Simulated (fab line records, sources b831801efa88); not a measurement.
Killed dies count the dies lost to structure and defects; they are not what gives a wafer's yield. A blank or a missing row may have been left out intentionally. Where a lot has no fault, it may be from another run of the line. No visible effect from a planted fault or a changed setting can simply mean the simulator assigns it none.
fab line records | flow sky130
[record] lots = 5 wafers = 15 lastDay = 50
route steps=708 shown LI_CONTACT@371 LOCAL_INTERCONNECT@387 CONTACT@406 PAD_OPEN@708
lots untouched by any fault: they come from a run of this same line in which no faults occurred
startH: hours from the record's opening day to when the first of the lot's shown wafers began | waitH: hours from the lot's prior step to this one | " as in the row above | L1.1+2: several wafers, shown together as one row | - value missing, or start not given | * or withheld: withheld | < > ~ a bound
route shown NAME@n: names a module that has steps shown in the file, with the first one's number in the route | usual: mean and standard deviation over wafers with no fault | same: alike in all rows | chamber/n: place in a boat | sites: per-site readings | _std_site: the values' standard deviation | _edge_site: the outer-site mean with the inner-site mean subtracted | radiusMm: for every site, how far away it sits from the centre of the wafer | mask NAME#n: copy n | behind: tool/chamber where the wafer was last shaped | hold: reason for holding the lot/hours on hold/outcome of the hold | device: whichever transistor did not switch (one of n, p or np) | end of line: at the end of the route, the tests of the same wafers | step lacking rows: just its recipe | killed: not the wafer's yield, but the dies lost to structure and defects at the first sort | map: a wafer's dies, x killed, . not, _ none there
set.NAME: setting as actually run; set.NAME@STEP: the setting as run at that earlier step | model.NAME: the simulator's own value behind a step, which no gauge read
certain route steps with their lots: each step a table, each wafer a row
services: the hour from which a tool's chamber was out of use, counted from the record's first day as startH (under 0 if before that day), plus the number of hours and why
[[steps]]
[step SKY_LI_CONTACT_EXPOSE_09]
[recipe] maskId = LICM1 na = 0.8 sourceShape = annular sigmaInner = 0.55 sigmaOuter = 0.85 targetCdNm = 170 doseMj = 38
[step SKY_LI_CONTACT_PEB_10]
[recipe] pebTempC = withheld pebTimeS = withheld resist = KrF-thick
[step SKY_LI_CONTACT_DEVELOP_11]
[recipe] developTimeS = 60 resist = KrF-thick devTempC = 21
[step SKY_LI_CONTACT_CD_MEAS_12]
[recipe] targetCdNm = 170
[usual] cdNm = 169.5/1.5
// columns lot.wafer tool chamber startH waitH cdNm
L346.3 cdSem-01 - 720.45 - 169.9
L346.4 " - " " 168.1
L346.6 " - " " 170.8
L351.1 cdSem-01 - 765.23 - 170.0
L351.3 " - " " 168.6
L351.4 " - " " 170.0
L357.1 cdSem-01 - 808.96 - 169.1
L357.4 " - " " 169.7
L357.5 " - " " 168.5
L361.3 cdSem-01 - 836.87 - 169.6
L361.4 " - " " 170.4
L361.6 " - " " 168.8
L363.1 cdSem-02 - 849.98 - 169.7
L363.3 " - " " 168.8
L363.5 " - " " 170.2
[step SKY_LI_CONTACT_OVL_MEAS_13]
[usual] LI_CONTACT_OVL = 3/5.5
// columns lot.wafer tool chamber startH waitH LI_CONTACT_OVL[nm]
L346.3 overlay-02 - 720.54 0.1 3
L346.4 " - " " 5
L346.6 " - " " 1
L351.1 overlay-02 - 765.35 0.1 5
L351.3 " - " " 1
L351.4 " - " " 2
L357.1 overlay-02 - 809.08 0.1 1
L357.4 " - " " -2
L357.5 " - " " -2
L361.3 overlay-02 - 836.96 0.1 7
L361.4 " - " " 1
L361.6 " - " " 0
L363.1 overlay-01 - 850.10 0.1 -3
L363.3 " - " " 2
L363.5 " - " " 1
[step SKY_LI_CONTACT_ETCH_14]
[recipe] chemistry = N2/H2 target = BARC ionEnergyEv = 200 sourceW = 500 biasW = 100 pressureMtorr = 30 n2FlowSccm = 100 h2FlowSccm = 200 stopOn = SiO2 timeS = 45.9 targetDepthA = 600
[usual] drypumpMotorCurrentA = 5.7/0.37 oesProductAu = 0.854/0.0047 throttleValvePct = 13.227/0.0096
[same] timeS = 45.9
// columns lot.wafer tool chamber startH waitH drypumpMotorCurrentA oesProductAu rfHoursCounterH throttleValvePct
L346.3 rieDiel-01 3 720.56 0.0 6.1 0.855 12 13.212
L346.4 " 2 " " 5.7 0.854 5 13.240
L346.6 " 1 " " 5.8 0.859 - 13.223
L351.1 rieDiel-02 2 765.38 0.0 5.5 0.854 18 13.213
L351.3 " 0 " " 4.8 0.851 34 13.215
L351.4 " 1 " " 5.6 0.847 6 13.216
L357.1 rieDiel-02 2 809.11 0.0 5.5 0.846 19 13.235
L357.4 " 2 " " 5.5 0.848 - 13.236
L357.5 " 1 " " 5.6 0.856 - 13.213
L361.3 rieDiel-01 1 836.99 0.0 5.7 0.855 8 13.216
L361.4 " 3 " " 6.1 0.854 15 13.233
L361.6 " 3 " " 6.0 0.844 - 13.225
L363.1 rieDiel-02 0 850.14 0.0 4.7 0.854 0 13.237
L363.3 " 2 " " 5.5 0.848 20 13.215
L363.5 " 2 " " 5.5 0.856 - 13.230
[step SKY_LI_CONTACT_ETCH_15]
[recipe] target = PSG chemistry = C4F8/O2/Ar stopOn = Si taperDeg = 4.15 maskMaterial = KrF-thick sourceW = 1500 biasW = 1200 pressureMtorr = 40 c4f8FlowSccm = withheld O2_flow_sccm = 6 Ar_flow_sccm = 300 timeS = withheld targetDepthA = 6000
[usual] oesProductAu = 0.837/0.0047
// columns lot.wafer tool chamber startH waitH oesProductAu
L346.3 rieDiel-01 3 720.61 0.0 0.834
L346.4 " 2 " " 0.836
L346.6 " 1 " " 0.846
L351.1 rieDiel-02 2 765.43 0.0 0.837
L351.3 " 0 " " 0.845
L351.4 " 1 " " 0.828
L357.1 rieDiel-02 2 809.16 0.0 0.830
L357.4 " 2 " " 0.841
L357.5 " 1 " " 0.832
L361.3 rieDiel-01 1 837.03 0.0 0.840
L361.4 " 3 " " 0.838
L361.6 " 3 " " 0.834
L363.1 rieDiel-02 0 850.18 0.0 0.839
L363.3 " 2 " " 0.834
L363.5 " 2 " " 0.837
[step SKY_LI_CONTACT_STRIP_16]
[recipe] chemistry = O2/N2 powerW = 1400 pressureMtorr = 1500 platenTempC = withheld o2FlowSccm = 3000 n2FlowSccm = 300 overashFraction = 0.5
[step SKY_LI_CONTACT_CLEAN_17]
[recipe] chemistry = NMP timeS = 600 tempC = 60 dry = n2Spin
[step SKY_LI_CONTACT_PRE_CLEAN_18]
[recipe] gas = Ar timeS = 5.6 biasV = 358
[step SKY_LI_CONTACT_SPUTTER_19]
[recipe] material = Ti targetThkNm = 20 chamberPressurePa = 5 powerW = 2500 substrateTempC = 200 timeS = 106.37
[usual] chamberPressurePa = 5.000/0.01 throttleValvePct = 30.1/0.67
[same] timeS = 106.37
// columns lot.wafer tool chamber startH waitH chamberPressurePa throttleValvePct
L346.3 pvdSputter-01 - 720.99 0.0 5.007 29.7
L346.4 " - " " 5.009 31.0
L346.6 " - " " 5.003 31.1
L351.1 pvdSputter-03 - 765.81 0.0 4.994 30.8
L351.3 " - " " 4.995 30.8
L351.4 " - " " 4.998 30.3
L357.1 pvdSputter-02 - 809.54 0.0 4.985 30.4
L357.4 " - " " 5.018 29.1
L357.5 " - " " 4.992 27.6
L361.3 pvdSputter-03 - 837.41 0.0 4.992 30.3
L361.4 " - " " 4.980 30.1
L361.6 " - " " 5.011 30.6
L363.1 pvdSputter-02 - 850.56 0.0 5.008 30.3
L363.3 " - " " 5.009 30.4
L363.5 " - " " 5.004 29.1
[step SKY_LI_CONTACT_SPUTTER_20]
[recipe] material = TiN targetThkNm = 20 chamberPressurePa = 5 powerW = 4000 timeS = 80
[step SKY_LI_CONTACT_CVD_21]
[recipe] material = W targetThkNm = 400 timeS = 120.56 tempC = 400 pressureTorr = 40
[usual] heaterPowerW = 822/43
[same] timeS = 120.56
// columns lot.wafer tool chamber startH waitH heaterPowerW
L346.3 cvdW-02 0 721.16 0.1 863
L346.4 " 1 " " 783
L346.6 " 0 " " 873
L351.1 cvdW-01 1 765.94 0.0 833
L351.3 " 1 " " 827
L351.4 " 0 " " 778
L357.1 cvdW-02 0 809.67 0.0 885
L357.4 " 0 " " 847
L357.5 " 1 " " 795
L361.3 cvdW-01 0 837.59 0.1 768
L361.4 " 1 " " 835
L361.6 " 1 " " 861
L363.1 cvdW-02 0 850.70 0.0 869
L363.3 " 1 " " 804
L363.5 " 1 " " 803
[step SKY_LI_CONTACT_RS_MEAS_22]
[recipe] thkMeasGauge = four-point-probe reads = W_of_LI_CONTACT_CVD_21+TiN_of_LI_CONTACT_SPUTTER_20+Ti_of_LI_CONTACT_SPUTTER_19
[usual] LI_CONTACT_W_RS = 0.2863/0.0026
// columns lot.wafer tool chamber startH waitH LI_CONTACT_W_RS[ohm/sq]
L346.3 filmMetro-03 - 721.29 0.1 0.2918
L346.4 " - " " 0.2902
L346.6 " - " " 0.2916
L351.1 filmMetro-01 - 766.07 0.1 0.2868
L351.3 " - " " 0.2852
L351.4 " - " " 0.2864
L357.1 filmMetro-03 - 809.80 0.1 0.2860
L357.4 " - " " 0.2857
L357.5 " - " " 0.2860
L361.3 filmMetro-04 - 837.71 0.1 0.2857
L361.4 " - " " 0.2854
L361.6 " - " " 0.2871
L363.1 filmMetro-01 - 850.82 0.1 0.2889
L363.3 " - " " 0.2922
L363.5 " - " " 0.2856
[step SKY_LI_CONTACT_THK_MEAS_23]
[recipe] thkMeasGauge = xrf reads = W_of_LI_CONTACT_CVD_21
[usual] LI_CONTACT_W_THK = 403/5.1
// columns lot.wafer tool chamber startH waitH LI_CONTACT_W_THK[nm]
L346.3 filmMetro-03 - 721.39 0.1 394
L346.4 " - " " 399
L346.6 " - " " 397
L351.1 filmMetro-01 - 766.19 0.1 406
L351.3 " - " " 408
L351.4 " - " " 406
L357.1 filmMetro-03 - 809.92 0.1 409
L357.4 " - " " 409
L357.5 " - " " 409
L361.3 filmMetro-04 - 837.81 0.1 407
L361.4 " - " " 408
L361.6 " - " " 402
L363.1 filmMetro-01 - 850.94 0.1 396
L363.3 " - " " 390
L363.5 " - " " 400
[step SKY_LI_CONTACT_CMP_24]
[recipe] stopOn = PSG tOverpolishS = 20 downForcePsi = 3.5 platenRpm = 60 targetThkNm = 0 padVelocityMS = 0.94248
[usual] motorCurrentA = 10.9/0.86 overpolishRunS = 20.000/0.0084 timeToEndpointS = 96/3.2
// columns lot.wafer tool chamber startH waitH motorCurrentA overpolishRunS timeToEndpointS
L346.3 cmp-02 1 721.43 0.0 11.5 20.001 99
L346.4 " 3 " " 10.9 20.011 98
L346.6 " 2 " " 10.9 20.019 99
L351.1 cmp-01 0 766.25 0.1 10.7 20.005 93
L351.4 " 1 " " 9.1 20.003 95
L351.3 " 2 " " 10.8 19.998 98
L357.1 cmp-02 1 809.98 0.1 11.9 19.989 98
L357.4 " 0 " " 10.4 20.007 94
L357.5 " 2 " " 11.6 20.001 94
L361.3 cmp-02 2 837.90 0.1 10.9 19.982 94
L361.4 " 0 " " 10.4 20.006 94
L361.6 " 1 " " 12.0 19.990 95
L363.1 cmp-01 1 851.05 0.1 9.6 19.996 93
L363.3 " 3 " " 12.9 19.992 95
L363.5 " 1 " " 9.3 19.991 95
[step SKY_LOCAL_INTERCONNECT_SPUTTER_00]
[recipe] material = TiN targetThkNm = 100 tempC = 300 powerW = 6500 timeS = 83.3 chamberPressurePa = 0.4
[step SKY_LOCAL_INTERCONNECT_RS_MEAS_01]
[recipe] thkMeasGauge = four-point-probe reads = TiN_of_LOCAL_INTERCONNECT_SPUTTER_00
[usual] LOCAL_INTERCONNECT_TIN_RS = 14.19/0.14
// columns lot.wafer tool chamber startH waitH LOCAL_INTERCONNECT_TIN_RS[ohm/sq]
L346.3 filmMetro-03 - 721.83 0.1 14.33
L346.4 " - " " 14.16
L346.6 " - " " 14.16
L351.1 filmMetro-03 - 766.61 0.0 14.27
L351.3 " - " " 14.27
L351.4 " - " " 14.41
L357.1 filmMetro-02 - 810.34 0.0 14.15
L357.4 " - " " 14.09
L357.5 " - " " 14.31
L361.3 filmMetro-01 - 838.25 0.1 14.16
L361.4 " - " " 13.97
L361.6 " - " " 14.08
L363.1 filmMetro-03 - 851.36 0.0 14.14
L363.3 " - " " 14.11
L363.5 " - " " 14.29
[step SKY_LOCAL_INTERCONNECT_THK_MEAS_02]
[recipe] thkMeasGauge = xrf reads = TiN_of_LOCAL_INTERCONNECT_SPUTTER_00
[usual] LOCAL_INTERCONNECT_TIN_THK = 97.7/1
// columns lot.wafer tool chamber startH waitH LOCAL_INTERCONNECT_TIN_THK[nm]
L346.3 filmMetro-03 - 721.93 0.1 96.4
L346.4 " - " " 97.2
L346.6 " - " " 97.5
L351.1 filmMetro-03 - 766.73 0.1 96.6
L351.3 " - " " 97.4
L351.4 " - " " 96.0
L357.1 filmMetro-02 - 810.46 0.1 97.5
L357.4 " - " " 98.3
L357.5 " - " " 96.8
L361.3 filmMetro-01 - 838.35 0.1 98.5
L361.4 " - " " 99.0
L361.6 " - " " 98.9
L363.1 filmMetro-03 - 851.48 0.1 98.1
L363.3 " - " " 98.1
L363.5 " - " " 96.8
[step SKY_LOCAL_INTERCONNECT_DEHYDRATE_03]
[recipe] tempC = 200 timeS = 60
[step SKY_LOCAL_INTERCONNECT_HMDS_04]
[recipe] primeTimeS = 60 primeTempC = 120
[step SKY_LOCAL_INTERCONNECT_COAT_05]
[recipe] resist = BARC tempC = withheld timeS = withheld spinRpm = 3000 resistThkNm = 60
[step SKY_LOCAL_INTERCONNECT_COAT_06]
[recipe] resist = KrF-thick spinRpm = 3000 resistThkNm = 450
[step SKY_LOCAL_INTERCONNECT_SOFTBAKE_07]
[recipe] tempC = 100 timeS = 90 resist = KrF-thick
[step SKY_LOCAL_INTERCONNECT_EXPOSE_08]
[recipe] maskId = LI1M na = 0.8 sourceShape = annular sigmaInner = 0.55 sigmaOuter = 0.85 targetCdNm = 170 doseMj = 28
[step SKY_LOCAL_INTERCONNECT_PEB_09]
[recipe] pebTempC = withheld pebTimeS = withheld resist = KrF-thick
[step SKY_LOCAL_INTERCONNECT_DEVELOP_10]
[recipe] developTimeS = 60 resist = KrF-thick devTempC = 21
[step SKY_LOCAL_INTERCONNECT_CD_MEAS_11]
[recipe] targetCdNm = 170
[usual] cdNm = 170.0/1.6
// columns lot.wafer tool chamber startH waitH cdNm
L346.3 cdSem-01 - 749.50 - 170.4
L346.4 " - " " 172.2
L346.6 " - " " 171.7
L351.1 cdSem-01 - 794.65 - 171.2
L351.3 " - " " 170.7
L351.4 " - " " 171.0
L357.1 cdSem-01 - 836.66 - 169.7
L357.4 " - " " 170.8
L357.5 " - " " 171.5
L361.3 cdSem-02 - 864.25 - 168.9
L361.4 " - " " 169.6
L361.6 " - " " 170.0
L363.1 cdSem-01 - 877.47 - 169.3
L363.3 " - " " 168.5
L363.5 " - " " 168.0
[step SKY_LOCAL_INTERCONNECT_OVL_MEAS_12]
[usual] LOCAL_INTERCONNECT_OVL = 0/5.5
// columns lot.wafer tool chamber startH waitH LOCAL_INTERCONNECT_OVL[nm]
L346.3 overlay-01 - 749.59 0.1 9
L346.4 " - " " 8
L346.6 " - " " 11
L351.1 overlay-02 - 794.77 0.1 -4
L351.3 " - " " -6
L351.4 " - " " 0
L357.1 overlay-02 - 836.78 0.1 6
L357.4 " - " " -2
L357.5 " - " " 6
L361.3 overlay-01 - 864.34 0.1 -3
L361.4 " - " " 0
L361.6 " - " " -2
L363.1 overlay-02 - 877.59 0.1 5
L363.3 " - " " -1
L363.5 " - " " 6
[step SKY_LOCAL_INTERCONNECT_ETCH_13]
[recipe] chemistry = N2/H2 target = BARC ionEnergyEv = 200 biasW = 100 pressureMtorr = 30 n2FlowSccm = 100 h2FlowSccm = 200 icpW = 500 stopOn = SiO2 timeS = 45.9 targetDepthA = 600
[step SKY_LOCAL_INTERCONNECT_METAL_ETCH_14]
[recipe] targetDepthNm = 110 stopOn = PSG chemistry = Cl2/BCl3 target = TiN resistSidewallDeg = 88 pressureMtorr = 10 icpW = 900 biasW = 48.5 Cl2_flow_sccm = 60 bcl3FlowSccm = 30 timeS = 31.4
[step SKY_LOCAL_INTERCONNECT_STRIP_15]
[recipe] chemistry = O2/N2 powerW = 1400 pressureMtorr = 1500 platenTempC = withheld o2FlowSccm = 3000 n2FlowSccm = 300 overashFraction = 0.5
[usual] drypumpMotorCurrentA = 5.8/0.45 oesProductAu = 0.426/0.0042 stripTimeToEndpointS = 4.719/0.018
// columns lot.wafer tool chamber startH waitH drypumpMotorCurrentA oesProductAu rfHoursCounterH stripTimeToEndpointS
L346.3 plasmaAsher-04 1 749.76 0.1 5.7 0.422 - 4.674
L346.4 " 0 " " 6.0 0.416 - 4.684
L346.6 " 0 " " 6.0 0.424 - 4.696
L351.1 plasmaAsher-01 0 794.92 0.0 6.1 0.423 97 4.693
L351.3 " 0 " " 6.1 0.424 - 4.727
L351.4 " 1 " " 5.2 0.429 - 4.716
L357.1 plasmaAsher-01 1 836.93 0.0 5.2 0.429 102 4.736
L357.4 " 1 " " 5.2 0.425 - 4.722
L357.5 " 1 " " 5.2 0.427 - 4.694
L361.3 plasmaAsher-01 0 864.51 0.1 6.1 0.423 - 4.721
L361.4 " 1 " " 5.2 0.420 - 4.707
L361.6 " 1 " " 5.2 0.423 - 4.713
L363.1 plasmaAsher-02 1 877.74 0.0 6.4 0.428 13 4.738
L363.3 " 1 " " 6.5 0.423 - 4.738
L363.5 " 0 " " 5.1 0.423 - 4.719
[step SKY_LOCAL_INTERCONNECT_STRIP_16]
[recipe] chemistry = postEtchResidueRemover timeS = 1200 tempC = 72.5
[step SKY_LOCAL_INTERCONNECT_CLEAN_17]
[recipe] chemistry = IPA timeS = 180 tempC = 25
[step SKY_LOCAL_INTERCONNECT_CLEAN_18]
[recipe] chemistry = O3/DIW dry = n2Spin
[step SKY_CONTACT_CVD_00]
[recipe] material = Si3N4 targetThkNm = 75 tempC = 400 timeS = withheld rfW = 450
[step SKY_CONTACT_THK_MEAS_01]
[recipe] reads = Si3N4_of_CONTACT_CVD_00
[usual] CONTACT_CVD_00_THK = 75.3/0.95
// columns lot.wafer tool chamber startH waitH CONTACT_CVD_00_THK[nm]
L346.3 filmMetro-02 - 750.37 - 74.1
L346.4 " - " " 76.3
L346.6 " - " " 76.5
L351.1 filmMetro-01 - 795.55 - 74.9
L351.3 " - " " 74.7
L351.4 " - " " 76.2
L357.1 filmMetro-02 - 837.68 - 73.6
L357.4 " - " " 75.3
L357.5 " - " " 75.6
L361.3 filmMetro-02 - 865.14 - 75.0
L361.4 " - " " 76.1
L361.6 " - " " 76.1
L363.1 filmMetro-01 - 878.37 - 74.9
L363.3 " - " " 75.7
L363.5 " - " " 75.2
[step SKY_CONTACT_HDPCVD_02]
[recipe] material = SiO2 targetThkNm = 565 sigmaOpenFrac = 0.3 timeS = 94.2 tempC = 600 sih4FlowSccm = 60 pressureMtorr = 6
[step SKY_CONTACT_THK_MEAS_03]
[recipe] reads = SiO2_of_CONTACT_HDPCVD_02
[usual] CONTACT_HDPCVD_THK = 562/5.5
// columns lot.wafer tool chamber startH waitH CONTACT_HDPCVD_THK[nm]
L346.3 filmMetro-01 - 750.50 0.1 563
L346.4 " - " " 560
L346.6 " - " " 576
L351.1 filmMetro-02 - 795.68 0.0 557
L351.3 " - " " 561
L351.4 " - " " 559
L357.1 filmMetro-01 - 837.81 0.0 547
L357.4 " - " " 553
L357.5 " - " " 556
L361.3 filmMetro-01 - 865.27 0.1 571
L361.4 " - " " 566
L361.6 " - " " 566
L363.1 filmMetro-02 - 878.50 0.0 566
L363.3 " - " " 566
L363.5 " - " " 569
[step SKY_CONTACT_CMP_04]
[recipe] material = SiO2 downForcePsi = 4 platenRpm = 60 padVelocityMS = 0.94248
[step SKY_CONTACT_BOW_MEAS_05]
[recipe] mode = bow
[usual] CONTACT_BOW = 81/7.1
// columns lot.wafer tool chamber startH waitH CONTACT_BOW[um]
L346.3 filmMetro-02 - 750.88 0.2 79
L346.4 " - " " 90
L346.6 " - " " 79
L351.1 filmMetro-01 - 796.04 0.1 82
L351.3 " - " " 83
L351.4 " - " " 83
L357.1 filmMetro-02 - 838.17 0.2 89
L357.4 " - " " 92
L357.5 " - " " 85
L361.3 filmMetro-04 - 865.65 0.1 85
L361.4 " - " " 73
L361.6 " - " " 74
L363.1 filmMetro-02 - 878.86 0.2 83
L363.3 " - " " 85
L363.5 " - " " 69
[step SKY_CONTACT_DEHYDRATE_06]
[recipe] tempC = 200 timeS = 60
[step SKY_PAD_OPEN_PROBE_99]
[usual] killed_at_M0_to_M3 = 42/6.8 killed_at_M4_up = 3.2/1.8 killedAtContacts = 25/5.4 killedAtFrontEnd = 15/4.5 killedAtOther = 0.3/0.56 killedDies = 85/9.7 killedOpen = 46/7.1 killedShort = 39/6.5
[same] grossDies = 492 killedAtBackSide = 0
// columns lot.wafer tool chamber startH waitH killed_at_M0_to_M3 killed_at_M4_up killedAtContacts killedAtFrontEnd killedAtOther killedDies killedOpen killedShort
L346.3 prober-01 - 1109.42 0.2 39 6 23 20 2 90 44 46
L346.4 prober-01 - 1109.47 0.2 38 7 29 19 0 93 53 40
L346.6 prober-01 - 1109.57 0.2 48 2 21 12 0 83 51 32
L351.1 prober-02 - 1141.89 0.1 51 4 14 19 0 88 52 36
L351.3 prober-02 - 1141.99 0.2 51 2 27 15 1 96 61 34
L351.4 prober-02 - 1142.04 0.2 36 5 74 10 0 125 46 33
L357.1 prober-01 - 1172.93 0.1 45 3 33 10 0 91 55 36
L357.4 prober-01 - 1173.08 0.2 51 3 31 20 1 106 49 57
L357.5 prober-01 - 1173.13 0.2 40 4 31 11 0 86 49 37
L361.3 prober-02 - 1190.72 0.2 33 3 27 11 0 74 38 36
L361.4 prober-02 - 1190.77 0.2 50 1 26 13 0 90 45 45
L361.6 prober-02 - 1190.87 0.2 47 5 19 13 1 85 48 36
L363.1 prober-01 - 1197.39 0.1 39 3 28 15 1 86 42 42
L363.3 prober-01 - 1197.49 0.2 40 0 23 18 4 85 46 35
L363.5 prober-01 - 1197.59 0.2 43 1 19 23 0 86 41 45
// killed by level:class
L346.3 LI_CONTACT:geometricParticle:open=8 FIELD_ISO:geometricParticle:short=7 CONTACT:geometricParticle:open=6 VIA2:geometricParticle:short=6 METAL1:geometricParticle:short=6 VIA1:geometricParticle:open=6 VIA2:geometricParticle:open=6 FIELD_ISO:geometricParticle:open=5
L346.4 CONTACT:geometricParticle:short=12 CONTACT:geometricParticle:open=11 VIA1:geometricParticle:open=9 FIELD_ISO:geometricParticle:open=8 VIA3:geometricParticle:open=7 FIELD_ISO:geometricParticle:short=5 LI_CONTACT:geometricParticle:open=4 METAL2:geometricParticle:short=4
L346.6 LI_CONTACT:geometricParticle:open=9 VIA1:geometricParticle:open=9 CONTACT:geometricParticle:open=8 VIA2:geometricParticle:open=6 METAL1:geometricParticle:short=6 VIA3:geometricParticle:short=6 VIA3:geometricParticle:open=5 FIELD_ISO:geometricParticle:open=3
L351.1 VIA3:geometricParticle:open=12 VIA1:geometricParticle:open=9 CONTACT:geometricParticle:open=8 VIA1:geometricParticle:short=7 VIA2:geometricParticle:open=7 FIELD_ISO:geometricParticle:open=5 POLY_GATE:geometricParticle:short=5 METAL3:geometricParticle:short=4
L351.3 VIA1:geometricParticle:open=14 CONTACT:geometricParticle:open=12 LI_CONTACT:geometricParticle:open=9 VIA2:geometricParticle:open=9 VIA1:geometricParticle:short=6 VIA3:geometricParticle:short=6 POLY_GATE:geometricParticle:open=5 POLY_GATE:geometricParticle:short=5
L351.4 LI_CONTACT:unspecified=46 CONTACT:geometricParticle:open=10 VIA2:geometricParticle:open=7 VIA1:geometricParticle:open=7 VIA1:geometricParticle:short=6 LI_CONTACT:geometricParticle:open=5 CONTACT:geometricParticle:short=5 LI_CONTACT:geometricParticle:short=4
L357.1 CONTACT:geometricParticle:open=15 METAL2:geometricParticle:short=10 VIA2:geometricParticle:open=9 LI_CONTACT:geometricParticle:open=7 VIA1:geometricParticle:open=6 METAL1:geometricParticle:short=6 CONTACT:geometricParticle:short=5 POLY_GATE:geometricParticle:open=4
L357.4 CONTACT:geometricParticle:open=12 METAL2:geometricParticle:short=11 VIA3:geometricParticle:open=8 VIA3:geometricParticle:short=8 LI_CONTACT:geometricParticle:open=7 FIELD_ISO:geometricParticle:short=6 VIA1:geometricParticle:short=6 POLY_GATE:geometricParticle:short=5
L357.5 CONTACT:geometricParticle:open=11 LI_CONTACT:geometricParticle:open=8 VIA3:geometricParticle:open=8 VIA2:geometricParticle:open=7 LOCAL_INTERCONNECT:geometricParticle:short=6 VIA1:geometricParticle:open=6 METAL2:geometricParticle:short=5 VIA1:geometricParticle:short=4
L361.3 LI_CONTACT:geometricParticle:open=8 CONTACT:geometricParticle:open=8 VIA3:geometricParticle:short=6 VIA1:geometricParticle:short=6 POLY_GATE:geometricParticle:open=5 LI_CONTACT:geometricParticle:short=5 VIA1:geometricParticle:open=5 FIELD_ISO:geometricParticle:open=4
L361.4 CONTACT:geometricParticle:open=14 VIA1:geometricParticle:open=10 METAL1:geometricParticle:short=8 METAL2:geometricParticle:short=6 METAL3:geometricParticle:short=6 VIA1:geometricParticle:short=5 VIA3:geometricParticle:open=5 FIELD_ISO:geometricParticle:short=4
L361.6 VIA3:geometricParticle:open=9 CONTACT:geometricParticle:open=7 VIA1:geometricParticle:open=7 VIA2:geometricParticle:open=5 METAL2:geometricParticle:short=5 VIA3:geometricParticle:short=5 FIELD_ISO:geometricParticle:short=3 POLY_GATE:geometricParticle:short=3
L363.1 LI_CONTACT:geometricParticle:open=10 CONTACT:geometricParticle:open=7 VIA1:geometricParticle:open=7 FIELD_ISO:geometricParticle:short=6 CONTACT:geometricParticle:short=6 METAL2:geometricParticle:short=5 VIA3:geometricParticle:open=5 POLY_GATE:geometricParticle:short=4
L363.3 VIA2:geometricParticle:open=9 VIA1:geometricParticle:open=9 CONTACT:geometricParticle:short=7 CONTACT:geometricParticle:open=7 POLY_GATE:geometricParticle:short=6 VIA3:geometricParticle:open=6 METAL2:geometricParticle:short=5 FIELD_ISO:geometricParticle:open=4
L363.5 POLY_GATE:geometricParticle:short=8 CONTACT:geometricParticle:open=7 METAL1:geometricParticle:short=7 VIA3:geometricParticle:open=7 VIA1:geometricParticle:open=6 VIA1:geometricParticle:short=5 FIELD_ISO:geometricParticle:short=4 FIELD_ISO:geometricParticle:open=4
// map L351.4 (x killed, . not)
__________...x......_________
________........x.x.xx_______
______.x.x.....x.....x.._____
_____.x....x..........xx.____
____........x...xx........___
___............x...........__
__x.xx.x..........x..x....xx_
_....x.x.................x...
_............xxx.............
_.....xx.........xx..........
_.....x...................x..
_x.............x...x.x.......
_x.x...x.....x....x.xx..x..x.
_....................x.......
_.xxx.....xxxx.......x...xx..
__.......xxxx.xx.x.........._
___......xxxxx.x...x.....x.__
____...xxxxxxxxxx.........___
_____x...xxxxxxxx..xxx...____
______.xxxxxxxxxxx...xx._____
________..xxxxxxxx...._______
__________.xxxx.x.x._________
// map L361.4 (x killed, . not)
__________...xx...xx_________
________.....x...x...._______
______......x..........x_____
_____x...................____
____......x..x...x....xx..___
___..........x.x..x...x....__
__...x....x.x..........x...._
_..x.x.x.......x...x.......x.
_........x..x....x....x..x...
_.........x....xx.........x..
_...............x............
_x............x.....x....xx..
_x..........x.x.xx....x......
_.x.....xx.........x.......x.
_.....xxx...x.x....x.xx.....x
__..x......x...x.....x..x..._
___x..........x...xx.x.....__
____x...x...........x.....___
_____...x......xxx...xx..____
______.x.....x.x.x...x.._____
________...xx....x...._______
__________.........._________
[[services]]
// columns tool chamber startH hours kind
cvdW-02 1 701.88 2.7 repair
pvdSputter-03 - 705.55 3.8 repair
rieDiel-01 2 707.93 4.2 repair
cmp-02 - 708.03 1.9 repair
plasmaAsher-02 - 733.79 9.0 pm
rieDiel-02 0 734.77 2.6 repair
cmp-02 - 744.00 4.0 pm
rieDiel-01 0 744.38 8.8 repair
pvdSputter-03 - 745.26 2.9 repair
pvdSputter-01 - 761.34 2.3 repair
rieDiel-02 - 766.01 2.8 pm
pvdSputter-03 - 766.32 23.6 repair
plasmaAsher-04 - 767.72 4.0 repair
rieDiel-02 3 779.24 21.8 repair
cmp-02 - 781.76 1.7 repair
rieDiel-02 1 786.98 3.2 repair
pvdSputter-03 - 788.46 3.2 repair
pvdSputter-01 - 790.33 3.9 repair
pvdSputter-03 - 814.06 7.5 repair
pvdSputter-01 - 822.19 1.8 repair
rieDiel-02 1 837.53 7.4 repair
cmp-02 - 839.38 2.3 repair
cmp-02 - 856.23 11.6 pm
pvdSputter-01 - 857.49 0.5 repair
[[key]]
[firstSign] step = SKY_PAD_OPEN_PROBE_99 reading = killedAtContacts direction = up sigmas = 9 usual = 25 struck = 74
[effect] step = SKY_PAD_OPEN_PROBE_99 reading = killedDies direction = up sigmas = 4.1 usual = 85 struck = 125
metAt SKY_LI_CONTACT_CVD_21
struckWafers L351.4
testerLeftOut L351
[fault] kind = chamberParticleSource tool = cvdW-01 chamber = 0 onsetH = 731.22 steps = SKY_LI_CONTACT_CVD_21 ratePerVisitCm2 = 0.55495 endH = 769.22
// testerLeftOut: of these lots the tester's yield and bins aren't shown, on N5 and GAA mostly nor the transistor test; their killed dies are dies lost to structure and defects alone, not to doping, threshold or leakage, so they don't give the yield
